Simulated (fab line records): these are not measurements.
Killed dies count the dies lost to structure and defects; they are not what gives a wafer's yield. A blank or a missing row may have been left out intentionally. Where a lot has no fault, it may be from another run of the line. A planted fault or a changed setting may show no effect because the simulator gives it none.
fab line records ; flow sky130
record lots=6; wafers=18; last_day=50
route steps=708 shown POLY_GATE@235 LDD_N@237 PAD_OPEN@708
lots that met no fault: from a run of the same line without faults
start_h: hours from the record's opening day to when the first of the lot's shown wafers began ; wait_h: time in hours since the lot's previous step ; " the same as in the row above ; L1.1+2: several wafers, shown together as one row ; - no value, or no start was given ; * or withheld: withheld ; < > ~ a bound
route shown NAME@n: names a module that has steps shown in the file, with the first one's number in the route ; usual: mean/standard deviation of fault-free wafers ; same: alike in all rows ; chamber/n: place in a boat ; sites: per-site readings ; _std_site: their standard deviation ; _edge_site: outer sites' mean less inner sites' ; radius_mm: for every site, how far away it sits from the centre of the wafer ; mask NAME#n: copy n ; behind: the most recent tool/chamber to have shaped the wafer ; hold: why the lot was held/for how many hours/how that ended ; device: which transistor (n, p or np) failed to switch ; end of line: the route-end tests of the same wafers ; a step without rows: its recipe alone ; killed: count of dies lost to structure and defects at first sort (not the wafer's yield) ; map: a wafer's dies, x killed, . not, _ none there
set.NAME: the setting the step ran with; set.NAME@STEP: the setting that earlier step ran with ; model.NAME: the simulator's own value behind a step, which no gauge read
lots at some steps of the route; a table a step, a row a wafer
services: when a tool's chamber went out of use (start_h, in hours from the record's first day, below 0 if earlier), for how many hours, and the reason
## steps
# step SKY_POLY_GATE_THK_MEAS_21
# recipe reads=SiO2_of_POLY_GATE_OXIDATION_20
# usual POLY_GATE_OXIDATION_THK=4.00/0.09
lot.wafer;tool;chamber;start_h;wait_h;POLY_GATE_OXIDATION_THK[nm]
L538.1;film_metro-02;-;403.47;0.0;4.03
L538.4;film_metro-02;-;403.47;0.0;4.12
L538.5;film_metro-02;-;403.47;0.0;4.16
L540.2;film_metro-01;-;419.39;0.0;4.02
L540.3;film_metro-01;-;419.39;0.0;4.14
L540.4;film_metro-01;-;419.39;0.0;3.99
L542.1;film_metro-04;-;453.16;0.0;4.08
L542.2;film_metro-04;-;453.16;0.0;4.08
L542.3;film_metro-04;-;453.16;0.0;4.16
L543.4;film_metro-01;-;456.04;0.0;4.06
L543.5;film_metro-01;-;456.04;0.0;3.92
L543.6;film_metro-01;-;456.04;0.0;4.06
L547.1;film_metro-04;-;488.12;0.0;3.97
L547.3;film_metro-04;-;488.12;0.0;3.90
L547.5;film_metro-04;-;488.12;0.0;3.93
L557.2;film_metro-01;-;571.17;0.0;3.93
L557.3;film_metro-01;-;571.17;0.0;3.81
L557.6;film_metro-01;-;571.17;0.0;3.85
# step SKY_POLY_GATE_CD_MEAS_22
# usual cd_nm=150.7/2.1
lot.wafer;tool;chamber;start_h;wait_h;cd_nm
L538.1;cd_sem-01;-;403.53;0.1;152.2
L538.4;cd_sem-01;-;403.53;0.1;152.7
L538.5;cd_sem-01;-;403.53;0.1;149.9
L540.2;cd_sem-01;-;419.47;0.1;146.1
L540.3;cd_sem-01;-;419.47;0.1;150.9
L540.4;cd_sem-01;-;419.47;0.1;153.8
L542.1;cd_sem-02;-;453.22;0.1;150.6
L542.2;cd_sem-02;-;453.22;0.1;150.8
L542.3;cd_sem-02;-;453.22;0.1;148.4
L543.4;cd_sem-02;-;456.15;0.1;151.8
L543.5;cd_sem-02;-;456.15;0.1;150.0
L543.6;cd_sem-02;-;456.15;0.1;155.7
L547.1;cd_sem-01;-;488.18;0.1;149.8
L547.3;cd_sem-01;-;488.18;0.1;147.0
L547.5;cd_sem-01;-;488.18;0.1;147.0
L557.2;cd_sem-01;-;571.25;0.1;150.9
L557.3;cd_sem-01;-;571.25;0.1;154.0
L557.6;cd_sem-01;-;571.25;0.1;148.1
# step SKY_LDD_N_DEHYDRATE_00
# recipe temp_c=200; time_s=60
# step SKY_LDD_N_HMDS_01
# recipe prime_time_s=60; prime_temp_c=120
# step SKY_LDD_N_COAT_02
# recipe resist=NOVOLAK; spin_rpm=3000; resist_thk_nm=300
# step SKY_LDD_N_SOFTBAKE_03
# recipe temp_c=90; time_s=60; resist=NOVOLAK
# step SKY_LDD_N_EXPOSE_04
# recipe mask_id=NTM; target_cd_nm=840; na=0.6; source_shape=conventional; sigma_outer=0.6; dose_mj=110
# step SKY_LDD_N_PEB_05
# recipe temp_c=withheld; time_s=*; resist=NOVOLAK
# step SKY_LDD_N_DEVELOP_06
# recipe develop_time_s=60; dev_temp_c=23
# step SKY_LDD_N_OVL_MEAS_07
# usual LDD_N_OVL=1.1/1.5
lot.wafer;tool;chamber;start_h;wait_h;LDD_N_OVL[nm]
L538.1;overlay-01;-;433.17;0.1;1.2
L538.4;overlay-01;-;433.17;0.1;1.9
L538.5;overlay-01;-;433.17;0.1;1.8
L540.2;overlay-02;-;450.32;0.1;3.0
L540.3;overlay-02;-;450.32;0.1;1.4
L540.4;overlay-02;-;450.32;0.1;1.8
L542.1;overlay-01;-;484.61;0.1;-3.0
L542.2;overlay-01;-;484.61;0.1;-2.8
L542.3;overlay-01;-;484.61;0.1;-1.9
L543.4;overlay-02;-;486.53;0.1;2.8
L543.5;overlay-02;-;486.53;0.1;3.7
L543.6;overlay-02;-;486.53;0.1;3.8
L547.1;overlay-01;-;518.47;0.1;-0.2
L547.3;overlay-01;-;518.47;0.1;1.1
L547.5;overlay-01;-;518.47;0.1;-0.2
L557.2;overlay-01;-;599.63;0.1;0.0
L557.3;overlay-01;-;599.63;0.1;0.2
L557.6;overlay-01;-;599.63;0.1;0.1
# step SKY_LDD_N_IMPLANT_08
# recipe species=As; energy_kev=20; dose_cm2=7.5e+13; tilt_deg=withheld; rotation_deg=23
# step SKY_LDD_N_IMPLANT_09
# recipe species=As; energy_kev=20; dose_cm2=7.5e+13; tilt_deg=withheld; rotation_deg=113
# step SKY_LDD_N_IMPLANT_10
# recipe species=As; energy_kev=20; dose_cm2=7.5e+13; tilt_deg=withheld; rotation_deg=203
# usual dose_ions_cm2=7.501e+13/7.9e+10; end_station_pressure_torr=5.33e-06/3e-07; faraday_current_uA=423/8.5
# same implant_ion_amu=75
lot.wafer;tool;chamber;start_h;wait_h;dose_ions_cm2;end_station_pressure_torr;faraday_current_uA
L538.1;implanter-01;0;433.51;0.1;7.492e+13;5.58e-06;421
L538.4;implanter-01;0;433.51;0.1;7.502e+13;5.49e-06;407
L538.5;implanter-01;0;433.51;0.1;7.502e+13;5.77e-06;428
L540.2;implanter-03;0;450.68;0.1;7.493e+13;5.08e-06;420
L540.3;implanter-03;0;450.68;0.1;7.5e+13;4.93e-06;419
L540.4;implanter-03;0;450.68;0.1;7.508e+13;4.97e-06;427
L542.1;implanter-01;0;484.95;0.1;7.502e+13;5.03e-06;418
L542.2;implanter-01;0;484.95;0.1;7.493e+13;5.44e-06;422
L542.3;implanter-01;0;484.95;0.1;7.489e+13;5.52e-06;410
L543.4;implanter-03;0;486.93;0.1;4.957e+13;5.35e-06;288
L543.5;implanter-03;0;486.93;0.1;4.96e+13;4.79e-06;282
L543.6;implanter-03;0;486.93;0.1;4.94e+13;4.94e-06;279
L547.1;implanter-03;0;518.80;0.1;4.951e+13;5.22e-06;266
L547.3;implanter-03;0;518.80;0.1;4.954e+13;5.11e-06;285
L547.5;implanter-03;0;518.80;0.1;4.95e+13;5.31e-06;279
L557.2;implanter-03;0;599.98;0.1;7.52e+13;5.24e-06;411
L557.3;implanter-03;0;599.98;0.1;7.499e+13;5.23e-06;410
L557.6;implanter-03;0;599.98;0.1;7.51e+13;5.32e-06;409
# step SKY_LDD_N_IMPLANT_11
# recipe species=As; energy_kev=20; dose_cm2=7.629e+13; tilt_deg=withheld; rotation_deg=293
# step SKY_LDD_N_IMPLANT_12
# recipe species=BF2; energy_kev=50; dose_cm2=5e+12; tilt_deg=30; rotation_deg=0
# step SKY_LDD_N_IMPLANT_13
# recipe species=BF2; energy_kev=50; dose_cm2=5e+12; tilt_deg=30; rotation_deg=90
# step SKY_LDD_N_IMPLANT_14
# recipe species=BF2; energy_kev=50; dose_cm2=5e+12; tilt_deg=30; rotation_deg=180
# step SKY_LDD_N_IMPLANT_15
# recipe species=BF2; energy_kev=50; dose_cm2=5e+12; tilt_deg=30; rotation_deg=270
# step SKY_LDD_N_STRIP_16
# recipe chemistry=O2/N2; power_w=1400; pressure_mtorr=1500; platen_temp_c=withheld; o2_flow_sccm=3000; n2_flow_sccm=300; overash_fraction=0.5
# usual drypump_motor_current_A=6.0/0.42; oes_product_au=0.407/0.0044; strip_time_to_endpoint_s=4.318/0.015
lot.wafer;tool;chamber;start_h;wait_h;drypump_motor_current_A;oes_product_au;rf_hours_counter_h;strip_time_to_endpoint_s
L538.1;plasma_asher-02;0;434.41;0.1;6.2;0.415;58;4.340
L538.4;plasma_asher-02;0;434.41;0.1;6.2;0.412;-;4.335
L538.5;plasma_asher-02;0;434.41;0.1;6.2;0.407;-;4.335
L540.2;plasma_asher-03;0;451.55;0.1;6.6;0.412;76;4.346
L540.3;plasma_asher-03;1;451.55;0.1;6.3;0.408;-;4.338
L540.4;plasma_asher-03;0;451.55;0.1;6.6;0.406;-;4.336
L542.1;plasma_asher-04;0;485.85;0.1;5.5;0.404;37;4.341
L542.2;plasma_asher-04;1;485.85;0.1;5.4;0.410;37;4.328
L542.3;plasma_asher-04;1;485.85;0.1;5.4;0.408;-;4.311
L543.4;plasma_asher-04;1;487.78;0.1;5.4;0.407;-;4.213
L543.5;plasma_asher-04;0;487.78;0.1;5.5;0.407;-;4.233
L543.6;plasma_asher-04;1;487.78;0.1;5.4;0.400;-;4.221
L547.1;plasma_asher-03;1;519.70;0.1;6.3;0.406;83;4.217
L547.3;plasma_asher-03;1;519.70;0.1;6.4;0.398;-;4.257
L547.5;plasma_asher-03;0;519.70;0.1;6.5;0.409;-;4.240
L557.2;plasma_asher-03;1;600.86;0.1;6.3;0.403;91;4.329
L557.3;plasma_asher-03;1;600.86;0.1;6.3;0.401;-;4.313
L557.6;plasma_asher-03;0;600.86;0.1;6.6;0.407;-;4.310
# step SKY_LDD_N_TW_MEAS_17
# usual LDD_N_TW=2567/24
lot.wafer;tool;chamber;start_h;wait_h;LDD_N_TW
L538.1;film_metro-01;-;434.51;0.1;2563
L538.4;film_metro-01;-;434.51;0.1;2560
L538.5;film_metro-01;-;434.51;0.1;2560
L540.2;film_metro-02;-;451.66;0.1;2592
L540.3;film_metro-02;-;451.66;0.1;2596
L540.4;film_metro-02;-;451.66;0.1;2580
L542.1;film_metro-03;-;485.97;0.1;2546
L542.2;film_metro-03;-;485.97;0.1;2538
L542.3;film_metro-03;-;485.97;0.1;2537
L543.4;film_metro-01;-;487.88;0.1;2541
L543.5;film_metro-01;-;487.88;0.1;2535
L543.6;film_metro-01;-;487.88;0.1;2549
L547.1;film_metro-01;-;519.80;0.1;2557
L547.3;film_metro-01;-;519.80;0.1;2548
L547.5;film_metro-01;-;519.80;0.1;2560
L557.2;film_metro-03;-;600.97;0.1;2556
L557.3;film_metro-03;-;600.97;0.1;2548
L557.6;film_metro-03;-;600.97;0.1;2559
# step SKY_PAD_OPEN_PROBE_99
# usual killed_at_M0_to_M3=44/7.1; killed_at_M4_up=3/1.6; killed_at_contacts=24/5.4; killed_at_front_end=15/4.7; killed_at_other=0.3/0.51; killed_dies=87/9.9; killed_open=48/7.6; killed_short=39/6.3
# same gross_dies=492; killed_at_back_side=0
lot.wafer;tool;chamber;start_h;wait_h;killed_at_M0_to_M3;killed_at_M4_up;killed_at_contacts;killed_at_front_end;killed_at_other;killed_dies;killed_open;killed_short;model.etest.tip_n.rs_ohm_sq
L538.1;prober-02;-;1093.54;0.1;47;6;22;10;0;85;50;35;443.4
L538.4;prober-02;-;1093.69;0.2;55;3;30;17;0;105;53;52;446.4
L538.5;prober-02;-;1093.74;0.2;33;3;28;14;0;78;40;38;444.1
L542.1;prober-02;-;1129.53;0.1;39;3;27;12;0;81;39;42;444.2
L542.2;prober-02;-;1129.58;0.1;41;2;28;11;2;84;45;39;440.2
L542.3;prober-02;-;1129.63;0.2;43;3;27;20;0;93;45;48;442.9
L540.2;prober-01;-;1130.64;0.1;52;4;26;16;1;99;58;41;442.2
L540.3;prober-01;-;1130.69;0.2;48;3;29;8;0;88;44;44;441.2
L540.4;prober-01;-;1130.74;0.2;38;3;21;14;0;76;45;31;441.5
L543.4;prober-01;-;1134.35;0.2;41;3;36;11;1;92;57;35;472.4
L543.5;prober-01;-;1134.40;0.2;53;6;32;11;0;102;46;56;466.5
L543.6;prober-01;-;1134.45;0.2;39;3;29;9;0;80;55;25;469.1
L547.1;prober-02;-;1153.89;0.1;46;1;29;15;0;91;51;40;460.5
L547.3;prober-02;-;1153.99;0.2;51;1;20;14;2;88;52;36;457.8
L547.5;prober-02;-;1154.09;0.2;46;3;21;21;0;91;51;40;458.4
L557.2;prober-02;-;1196.29;0.1;50;3;19;7;1;80;45;35;446.4
L557.3;prober-02;-;1196.34;0.2;44;1;18;18;0;81;45;36;443.2
L557.6;prober-02;-;1196.49;0.2;48;5;38;12;0;103;51;52;441.6
# killed by level:class
L538.1 VIA2:geometric_particle:open=10 VIA1:geometric_particle:open=9 LI_CONTACT:geometric_particle:open=7 LOCAL_INTERCONNECT:geometric_particle:short=7 METAL2:geometric_particle:short=6 VIA3:geometric_particle:open=5 POLY_GATE:geometric_particle:open=4 VIA1:geometric_particle:short=4
L538.4 VIA1:geometric_particle:open=12 LI_CONTACT:geometric_particle:open=10 CONTACT:geometric_particle:open=9 VIA1:geometric_particle:short=8 VIA3:geometric_particle:open=8 CONTACT:geometric_particle:short=6 METAL3:geometric_particle:short=6 VIA3:geometric_particle:short=6
L538.5 CONTACT:geometric_particle:open=10 VIA2:geometric_particle:open=8 LI_CONTACT:geometric_particle:open=7 VIA3:geometric_particle:short=6 VIA3:geometric_particle:open=5 FIELD_ISO:geometric_particle:short=4 FIELD_ISO:geometric_particle:open=4 LI_CONTACT:geometric_particle:short=4
L542.1 CONTACT:geometric_particle:open=11 VIA2:geometric_particle:open=10 CONTACT:geometric_particle:short=8 METAL2:geometric_particle:short=5 VIA1:geometric_particle:open=4 METAL1:geometric_particle:short=4 VIA1:geometric_particle:short=4 VIA2:geometric_particle:short=4
L542.2 VIA1:geometric_particle:open=9 LI_CONTACT:geometric_particle:open=8 CONTACT:geometric_particle:short=7 FIELD_ISO:geometric_particle:open=6 METAL1:geometric_particle:short=6 LOCAL_INTERCONNECT:geometric_particle:short=5 VIA2:geometric_particle:open=5 LI_CONTACT:geometric_particle:short=4
L542.3 LI_CONTACT:geometric_particle:open=9 METAL2:geometric_particle:short=8 CONTACT:geometric_particle:open=8 VIA1:geometric_particle:open=8 VIA3:geometric_particle:open=7 POLY_GATE:geometric_particle:short=6 POLY_GATE:geometric_particle:open=5 CONTACT:geometric_particle:short=5
L540.2 VIA1:geometric_particle:open=15 CONTACT:geometric_particle:open=9 VIA3:geometric_particle:open=8 POLY_GATE:geometric_particle:open=7 LI_CONTACT:geometric_particle:open=7 METAL1:geometric_particle:short=7 METAL2:geometric_particle:short=6 LOCAL_INTERCONNECT:geometric_particle:short=5
L540.3 METAL1:geometric_particle:short=11 VIA1:geometric_particle:open=9 LI_CONTACT:geometric_particle:open=8 CONTACT:geometric_particle:open=8 METAL2:geometric_particle:short=8 VIA1:geometric_particle:short=6 CONTACT:geometric_particle:short=5 VIA3:geometric_particle:open=5
L540.4 CONTACT:geometric_particle:open=11 VIA1:geometric_particle:open=11 METAL2:geometric_particle:short=5 VIA2:geometric_particle:short=5 VIA2:geometric_particle:open=5 FIELD_ISO:geometric_particle:open=4 LI_CONTACT:geometric_particle:open=4 METAL1:geometric_particle:short=4
L543.4 CONTACT:geometric_particle:open=15 VIA1:geometric_particle:open=11 LI_CONTACT:geometric_particle:open=9 VIA1:geometric_particle:short=8 VIA2:geometric_particle:open=6 METAL1:geometric_particle:short=5 LOCAL_INTERCONNECT:geometric_particle:short=4 CONTACT:geometric_particle:short=4
L543.5 VIA1:geometric_particle:open=15 CONTACT:geometric_particle:short=10 VIA1:geometric_particle:short=9 VIA2:geometric_particle:open=9 LI_CONTACT:geometric_particle:open=8 FIELD_ISO:geometric_particle:short=6 LOCAL_INTERCONNECT:geometric_particle:short=6 CONTACT:geometric_particle:open=6
L543.6 CONTACT:geometric_particle:open=11 VIA2:geometric_particle:open=10 METAL1:geometric_particle:short=7 LOCAL_INTERCONNECT:geometric_particle:open=6 LI_CONTACT:geometric_particle:open=5 VIA1:geometric_particle:open=5 VIA3:geometric_particle:open=5 CONTACT:geometric_particle:short=4
L547.1 CONTACT:geometric_particle:open=14 VIA1:geometric_particle:open=13 VIA2:geometric_particle:open=7 VIA1:geometric_particle:short=6 LI_CONTACT:geometric_particle:open=6 METAL2:geometric_particle:short=6 FIELD_ISO:geometric_particle:open=5 POLY_GATE:geometric_particle:short=4
L547.3 VIA1:geometric_particle:open=11 VIA3:geometric_particle:open=8 METAL1:geometric_particle:short=7 VIA1:geometric_particle:short=7 POLY_GATE:geometric_particle:open=6 CONTACT:geometric_particle:open=6 LI_CONTACT:geometric_particle:open=5 VIA2:geometric_particle:open=5
L547.5 VIA1:geometric_particle:open=11 METAL1:geometric_particle:short=8 POLY_GATE:geometric_particle:open=7 CONTACT:geometric_particle:open=7 LI_CONTACT:geometric_particle:open=5 METAL2:geometric_particle:short=5 VIA3:geometric_particle:open=5 FIELD_ISO:geometric_particle:short=4
L557.2 LI_CONTACT:geometric_particle:open=9 METAL3:geometric_particle:short=9 VIA1:geometric_particle:open=9 VIA3:geometric_particle:open=7 METAL1:geometric_particle:short=6 CONTACT:geometric_particle:open=6 VIA2:geometric_particle:open=5 METAL1:geometric_particle:open=4
L557.3 METAL2:geometric_particle:short=10 VIA1:geometric_particle:open=10 LI_CONTACT:geometric_particle:open=7 CONTACT:geometric_particle:open=7 FIELD_ISO:geometric_particle:open=6 FIELD_ISO:geometric_particle:short=6 VIA3:geometric_particle:short=6 VIA2:geometric_particle:short=5
L557.6 CONTACT:geometric_particle:open=12 LI_CONTACT:geometric_particle:open=10 VIA1:geometric_particle:open=9 CONTACT:geometric_particle:short=8 METAL2:geometric_particle:short=8 METAL1:geometric_particle:short=7 POLY_GATE:geometric_particle:short=6 VIA2:geometric_particle:open=6
## services
tool;chamber;start_h;hours;kind
implanter-01;-;428.01;2.4;repair
plasma_asher-03;-;437.57;1.1;repair
plasma_asher-03;-;442.62;6.7;repair
plasma_asher-03;-;466.06;1.7;repair
implanter-03;-;511.64;3.7;pm
plasma_asher-03;-;532.71;5.9;repair
implanter-01;-;563.43;3.1;repair
implanter-03;-;576.57;1.5;repair
implanter-01;-;577.84;4.4;repair
implanter-01;-;595.01;1.7;repair
## key
first_sign step=SKY_LDD_N_IMPLANT_10; reading=dose_ions_cm2; direction=down; sigmas=99+; usual=*; struck=*
effect step=SKY_LDD_N_IMPLANT_10; reading=faraday_current_uA; direction=down; sigmas=17; usual=423; struck=280
effect step=SKY_LDD_N_STRIP_16; reading=strip_time_to_endpoint_s; direction=down; sigmas=5.7; usual=*; struck=*
model_effect step=SKY_PAD_OPEN_PROBE_99; value=etest.tip_n.rs_ohm_sq; without=438.7; struck=464.1
met_at SKY_LDD_N_IMPLANT_10
struck_wafers L543.4,L543.5,L543.6,L547.1,L547.3,L547.5
tester_left_out L543,L547
onset_between 450.68 486.93
fault kind=process_parameter_drift; tool=implanter-03; chamber=-; onset_h=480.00; steps=SKY_LDD_N_IMPLANT_10; channel=dose_cm2; offset=*; shape=step; end_h=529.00; acts_in=*; stated=*
# tester_left_out: of these lots the tester's yield and bins aren't shown, on N5 and GAA mostly nor the transistor test; their killed dies are dies lost to structure and defects alone, not to doping, threshold or leakage, so they don't give the yield
